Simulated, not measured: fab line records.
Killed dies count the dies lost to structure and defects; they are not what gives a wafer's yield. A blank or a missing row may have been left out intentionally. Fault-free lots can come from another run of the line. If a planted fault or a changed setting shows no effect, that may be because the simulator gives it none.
fab line records	flow sky130
record: lots: 12	wafers: 33	last-day: 50
route steps=708 shown CAPM@540 METAL4@602 CAP2M@606 PAD_OPEN@708
lots that met no fault: taken from a fault-free run of the same line
start-h: start of the lot's first displayed wafer, in hours after the record's first day	wait-h: time in hours since the lot's previous step	" the same as in the row above	L1.1+2: a single row standing in for several wafers	- either no value or no given start	* or withheld: withheld	< > ~ a bound
route shown NAME@n: a module of which the file shows steps, and the number in the route of the first	usual: mean and standard deviation over wafers with no fault	same: alike in all rows	chamber/n: place in a boat	sites: each site's reading	_std_site: the values' standard deviation	_edge_site: outer sites' mean less inner sites'	radius-mm: how far each site lies from the wafer's centre	mask NAME#n: copy n	behind: the tool/chamber that last shaped the wafer	hold: what put the lot on hold/how long, in hours/how the hold closed	device: the n, p or np transistor that did not switch	end of line: tests run on the same wafers once the route is complete	for a step that has no rows: nothing shown but its recipe	killed: at the first sort, the dies lost to defects and structure; wafer yield is something else	map: dies across one wafer; x = killed, . = not, _ = none there
set.NAME: the setting that was run; set.NAME@STEP: the one run at that earlier step	model.NAME: the simulator's own value behind a step, which no gauge read
steps of the route over a sample of lots; a table a step, a row a wafer
services: the hour from which a tool's chamber was out of use, counted from the record's first day as start-h (under 0 if before that day), plus the number of hours and why
== steps ==
step: SKY_CAPM_RS_MEAS_03
recipe: thk-meas-gauge: four-point-probe	reads: TiN_of_CAPM_SPUTTER_02
usual: CAPM_TIN_RS: 6.73/0.079
lot.wafer	tool	chamber	start-h	wait-h	CAPM_TIN_RS[ohm/sq]
L471.1	film-metro-04	-	866.99	0.1	6.80
L471.4	"	-	"	"	6.79
L471.6	"	-	"	"	6.79
L473.1	film-metro-03	-	875.27	0.1	6.67
L473.2	"	-	"	"	6.80
L473.6	"	-	"	"	6.84
L472.2	film-metro-03	-	879.69	0.1	6.58
L472.4	"	-	"	"	6.58
L472.5	"	-	"	"	6.53
L474.3	film-metro-04	-	883.70	0.1	6.83
L474.4	"	-	"	"	6.75
L474.5	"	-	"	"	6.75
L475.3	film-metro-03	-	892.55	0.1	6.60
L475.5	"	-	"	"	6.59
L475.6	"	-	"	"	6.65
L476.1	film-metro-04	-	895.86	0.1	6.70
L476.3	"	-	"	"	6.73
L476.5	"	-	"	"	6.72
L477.2	film-metro-04	-	899.89	0.1	6.72
L477.3	"	-	"	"	6.70
L478.1	film-metro-04	-	914.67	0.1	6.74
L478.3	"	-	"	"	6.70
L478.5	"	-	"	"	6.72
L479.1	film-metro-03	-	924.11	0.1	6.81
L479.5	"	-	"	"	6.87
L482.2	film-metro-02	-	933.14	0.1	6.75
L482.5	"	-	"	"	6.75
L482.6	"	-	"	"	6.83
L492.1	film-metro-04	-	1008.44	0.1	6.70
L492.2	"	-	"	"	6.66
L492.4	"	-	"	"	6.69
L494.3	film-metro-04	-	1014.36	0.1	6.77
L494.5	"	-	"	"	6.71
step: SKY_CAPM_OVL_MEAS_12
usual: CAPM_OVL: -0.5/1.6
lot.wafer	tool	chamber	start-h	wait-h	CAPM_OVL[nm]
L471.1	overlay-02	-	892.78	0.1	0.8
L471.4	"	-	"	"	0.3
L471.6	"	-	"	"	-0.7
L473.1	overlay-01	-	900.63	0.1	-2.2
L473.2	"	-	"	"	-3.8
L473.6	"	-	"	"	-2.2
L472.2	overlay-02	-	905.17	0.1	1.9
L472.4	"	-	"	"	1.2
L472.5	"	-	"	"	1.8
L474.3	overlay-02	-	908.92	0.1	1.7
L474.4	"	-	"	"	1.6
L474.5	"	-	"	"	0.0
L475.3	overlay-02	-	917.57	0.1	-2.1
L475.5	"	-	"	"	0.3
L475.6	"	-	"	"	-2.3
L476.1	overlay-01	-	921.43	0.1	-0.4
L476.3	"	-	"	"	-1.2
L476.5	"	-	"	"	-2.1
L477.2	overlay-02	-	925.29	0.1	-1.6
L477.3	"	-	"	"	-3.2
L478.1	overlay-02	-	939.33	0.1	-4.0
L478.3	"	-	"	"	-2.8
L478.5	"	-	"	"	-5.0
L479.1	overlay-01	-	948.98	0.1	0.0
L479.5	"	-	"	"	-0.4
L482.2	overlay-01	-	957.29	0.1	-1.7
L482.5	"	-	"	"	1.2
L482.6	"	-	"	"	1.8
L492.1	overlay-01	-	1031.23	0.1	-2.4
L492.2	"	-	"	"	-0.2
L492.4	"	-	"	"	1.1
L494.3	overlay-01	-	1036.79	0.1	2.0
L494.5	"	-	"	"	1.2
step: SKY_METAL4_SPUTTER_04
recipe: material: TiN	target-thk-nm: 70	power-w: 6696	time-s: 58.3	chamber-pressure-pa: 0.4
usual: throttle-valve-pct: 29.9/1.5
lot.wafer	tool	chamber	start-h	wait-h	throttle-valve-pct
L471.1	pvd-sputter-03	-	946.59	0.0	29.7
L471.4	"	-	"	"	27.1
L471.6	"	-	"	"	29.7
L473.1	pvd-sputter-03	-	955.48	0.0	30.2
L473.2	"	-	"	"	26.9
L473.6	"	-	"	"	27.2
L472.2	pvd-sputter-04	-	959.03	0.0	28.4
L472.4	"	-	"	"	30.4
L472.5	"	-	"	"	31.4
L474.3	pvd-sputter-01	-	963.05	0.0	29.1
L474.4	"	-	"	"	28.7
L474.5	"	-	"	"	30.7
L475.3	pvd-sputter-04	-	969.96	0.0	30.3
L475.5	"	-	"	"	30.2
L475.6	"	-	"	"	32.0
L476.1	pvd-sputter-03	-	974.10	0.0	29.4
L476.3	"	-	"	"	30.1
L476.5	"	-	"	"	29.6
L477.2	pvd-sputter-03	-	977.86	0.0	27.3
L477.3	"	-	"	"	30.0
L478.1	pvd-sputter-03	-	991.56	0.0	31.5
L478.3	"	-	"	"	29.5
L478.5	"	-	"	"	30.3
L479.1	pvd-sputter-04	-	999.98	0.0	32.4
L479.5	"	-	"	"	28.5
L482.2	pvd-sputter-03	-	1009.12	0.0	31.5
L482.5	"	-	"	"	31.7
L482.6	"	-	"	"	30.0
L492.1	pvd-sputter-04	-	1078.60	0.0	30.4
L492.2	"	-	"	"	28.5
L492.4	"	-	"	"	30.9
L494.3	pvd-sputter-01	-	1083.43	0.0	30.4
L494.5	"	-	"	"	29.1
step: SKY_CAP2M_RS_MEAS_03
recipe: thk-meas-gauge: four-point-probe	reads: TiN_of_CAP2M_SPUTTER_02
usual: CAP2M_TIN_RS: 6.92/0.066
lot.wafer	tool	chamber	start-h	wait-h	CAP2M_TIN_RS[ohm/sq]
L471.1	film-metro-01	-	946.83	0.1	7.00
L471.4	"	-	"	"	6.90
L471.6	"	-	"	"	6.91
L473.1	film-metro-03	-	955.72	0.1	6.91
L473.2	"	-	"	"	6.92
L473.6	"	-	"	"	6.92
L472.2	film-metro-03	-	959.29	0.1	6.83
L472.4	"	-	"	"	6.80
L472.5	"	-	"	"	6.85
L474.3	film-metro-01	-	963.33	0.1	6.90
L474.4	"	-	"	"	6.79
L474.5	"	-	"	"	6.85
L475.3	film-metro-03	-	970.24	0.1	7.06
L475.5	"	-	"	"	7.00
L475.6	"	-	"	"	7.04
L476.1	film-metro-03	-	974.34	0.1	6.88
L476.3	"	-	"	"	7.04
L476.5	"	-	"	"	6.98
L477.2	film-metro-01	-	978.12	0.1	6.94
L477.3	"	-	"	"	6.98
L478.1	film-metro-04	-	991.80	0.1	6.93
L478.3	"	-	"	"	6.96
L478.5	"	-	"	"	6.93
L479.1	film-metro-04	-	1000.23	0.1	6.84
L479.5	"	-	"	"	7.00
L482.2	film-metro-03	-	1009.39	0.1	7.04
L482.5	"	-	"	"	6.99
L482.6	"	-	"	"	7.01
L492.1	film-metro-04	-	1078.84	0.1	6.77
L492.2	"	-	"	"	6.81
L492.4	"	-	"	"	6.82
L494.3	film-metro-01	-	1083.76	0.1	6.94
L494.5	"	-	"	"	6.89
step: SKY_METAL4_METAL_ETCH_18
recipe: target-depth-a: 8450	stop-on: SiO2	over-etch-frac: 0.3	time-s: 183.1	chemistry: Cl2/BCl3	resist-sidewall-deg: 88	pressure-mtorr: 10	icp-w: 900	bias-w: 48.5	Cl2_flow_sccm: 60	bcl3-flow-sccm: 30
usual: bias-w: 48.46/0.13	chamber-pressure-mTorr: 10.000/0.0095	drypump-motor-current-A: 5.4/0.51	oes-product-au: 0.868/0.0066	throttle-valve-pct: 22.264/0.0084
lot.wafer	tool	chamber	start-h	wait-h	bias-w	chamber-pressure-mTorr	drypump-motor-current-A	oes-product-au	rf-hours-counter-h	throttle-valve-pct
L471.1	rie-metal-04	1	994.94	0.0	48.45	10.013	5.0	0.860	9	22.273
L471.4	"	1	"	"	48.50	10.013	5.0	0.871	-	22.271
L471.6	"	1	"	"	48.57	9.986	5.0	0.853	-	22.271
L473.1	rie-metal-02	0	1003.57	0.0	48.57	10.004	6.0	0.880	7	22.261
L473.2	"	1	"	"	48.50	9.971	4.7	0.868	13	22.259
L473.6	"	1	"	"	48.63	10.015	4.7	0.873	-	22.270
L472.2	rie-metal-02	1	1007.37	0.0	48.46	9.998	4.7	0.861	13	22.265
L472.4	"	0	"	"	48.44	9.996	5.9	0.865	-	22.263
L472.5	"	0	"	"	48.58	9.989	6.0	0.875	-	22.251
L474.3	rie-metal-01	0	1011.69	0.1	48.46	10.012	5.6	0.864	-	22.255
L474.4	"	1	"	"	48.61	9.994	5.1	0.864	-	22.249
L474.5	"	1	"	"	48.44	10.017	5.1	0.865	-	22.260
L475.3	rie-metal-01	1	1017.65	0.1	48.51	10.001	5.1	0.877	-	22.268
L475.5	"	1	"	"	48.45	9.999	5.1	0.874	-	22.271
L475.6	"	0	"	"	48.34	10.001	5.6	0.876	-	22.258
L476.1	rie-metal-02	1	1021.12	0.0	48.73	9.991	4.7	0.863	14	22.264
L476.3	"	0	"	"	48.51	9.993	6.0	0.865	-	22.263
L476.5	"	1	"	"	48.42	9.991	4.7	0.863	-	22.265
L477.2	rie-metal-01	0	1025.04	0.0	48.33	10.022	5.6	0.870	19	22.284
L477.3	"	1	"	"	48.35	9.990	5.1	0.874	-	22.270
L478.1	rie-metal-01	1	1038.34	0.0	48.33	10.005	5.0	0.873	15	22.281
L478.3	"	1	"	"	48.44	10.002	5.1	0.870	-	22.267
L478.5	"	0	"	"	48.46	10.012	5.6	0.869	-	22.259
L479.1	rie-metal-01	0	1047.52	0.0	48.36	10.004	5.6	0.874	20	22.257
L479.5	"	0	"	"	48.27	10.009	5.6	0.864	-	22.268
L482.2	rie-metal-01	1	1054.79	0.0	48.76	10.005	5.1	0.892	17	22.249
L482.5	"	0	"	"	48.57	9.990	5.6	0.895	-	22.267
L482.6	"	1	"	"	48.54	10.002	5.1	0.876	-	22.268
L492.1	rie-metal-01	1	1119.99	0.0	48.29	9.991	5.1	0.866	21	22.266
L492.2	"	0	"	"	48.47	10.002	5.6	0.860	26	22.269
L492.4	"	1	"	"	48.21	10.004	5.1	0.851	-	22.254
L494.3	rie-metal-02	1	1126.55	0.1	48.54	10.002	4.7	0.877	-	22.267
L494.5	"	1	"	"	48.34	10.008	4.6	0.860	-	22.262
step: SKY_PAD_OPEN_PROBE_99
usual: defect-limited-yield: 82.4/1.8	killed_at_M0_to_M3: 44/6.3	killed_at_M4_up: 3.1/1.8	killed-at-contacts: 25/5.1	killed-at-front-end: 15/4.1	killed-at-other: 0.3/0.71	killed-dies: 87/8.8	killed-on-rim: 17/3.7	killed-open: 47/6.8	killed-short: 40/6.7	sort_bin_3_pad_short: 0.9/0.39	sort_bin_5_function: 10.4/1.5	sort_bin_6_memory: 6.4/1.1	sort-n-pass: 405/8.8	sort-yield-pct: 82.4/1.8
same: gross-dies: 492	killed-at-back-side: 0	sort_bin_4_leakage[%]: 0	sort_bin_8_speed[%]: 0
lot.wafer	tool	chamber	start-h	wait-h	defect-limited-yield[%]	killed_at_M0_to_M3	killed_at_M4_up	killed-at-contacts	killed-at-front-end	killed-at-other	killed-dies	killed-on-rim	killed-open	killed-short	sort_bin_3_pad_short[%]	sort_bin_5_function[%]	sort_bin_6_memory[%]	sort-n-pass	sort-yield-pct[%]
L479.1	prober-01	-	1136.65	0.1	80.3	49	2	25	21	0	97	20	44	53	1.0	11.4	7.3	395	80.3
L479.5	prober-01	-	1136.85	0.2	79.9	51	2	22	23	1	99	17	58	40	0.6	11.2	8.3	393	79.9
L482.6	prober-01	-	1143.84	0.2	80.7	50	1	28	16	0	95	17	44	51	0.8	11.4	7.1	397	80.7
killed by level:class
L479.1 CONTACT:geometric-particle:short=8 VIA1:geometric-particle:open=8 VIA3:geometric-particle:short=8 CONTACT:geometric-particle:open=7 VIA3:geometric-particle:open=7 POLY_GATE:geometric-particle:open=6 METAL1:geometric-particle:short=6 VIA1:geometric-particle:short=5
L479.5 VIA1:geometric-particle:open=10 POLY_GATE:geometric-particle:open=9 CONTACT:geometric-particle:open=8 METAL2:geometric-particle:short=7 VIA2:geometric-particle:open=7 LI_CONTACT:geometric-particle:open=6 METAL1:geometric-particle:short=6 VIA3:geometric-particle:open=6
L482.6 METAL2:geometric-particle:short=10 FIELD_ISO:geometric-particle:short=8 CONTACT:geometric-particle:open=8 LI_CONTACT:geometric-particle:open=7 METAL1:geometric-particle:short=7 VIA1:geometric-particle:open=6 VIA3:geometric-particle:open=6 FIELD_ISO:geometric-particle:open=5
== services ==
tool	chamber	start-h	hours	kind
pvd-sputter-03	1	946.64	-	consumable-replace:kit
pvd-sputter-03	1	946.64	18.0	scheduled-down
pvd-sputter-03	1	946.64	18.0	vent-cycle
pvd-sputter-01	0	958.13	-	consumable-replace:kit
pvd-sputter-01	0	958.13	18.0	scheduled-down
pvd-sputter-01	0	958.13	18.0	vent-cycle
rie-metal-02	-	990.33	2.1	repair
pvd-sputter-01	-	993.17	8.9	repair
pvd-sputter-04	0	1000.03	-	consumable-replace:kit
pvd-sputter-04	0	1000.03	18.0	scheduled-down
pvd-sputter-04	0	1000.03	18.0	vent-cycle
pvd-sputter-04	-	1009.33	5.6	repair
rie-metal-02	-	1064.07	1.4	pm
pvd-sputter-01	-	1083.56	1.7	repair
pvd-sputter-03	0	1086.29	-	consumable-replace:kit
pvd-sputter-03	0	1086.29	18.0	scheduled-down
pvd-sputter-03	0	1086.29	18.0	vent-cycle
pvd-sputter-04	3	1097.31	-	consumable-replace:kit
pvd-sputter-04	3	1097.31	18.0	scheduled-down
pvd-sputter-04	3	1097.31	18.0	vent-cycle
rie-metal-02	0	1108.04	1.9	repair
pvd-sputter-03	-	1118.13	2.8	repair
== key ==
first-sign: step: SKY_METAL4_METAL_ETCH_18	reading: oes-product-au	direction: up	sigmas: 3.8	usual: 0.868	struck: 0.894
effect none on later readings
met-at SKY_METAL4_SPUTTER_04
struck-lots L482
struck-wafers L482.2,L482.5
not-acting-at SKY_CAPM_RS_MEAS_03,SKY_CAPM_OVL_MEAS_12,SKY_CAP2M_RS_MEAS_03
onset-between 991.56 1009.12
fault: kind: process-parameter-drift	tool: pvd-sputter-03	chamber: -	onset-h: 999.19	steps: SKY_METAL4_SPUTTER_04	channel: time-s	offset: *	shape: step	end-h: 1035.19	acts-in: *	stated: *	scope: struck-wafers-only
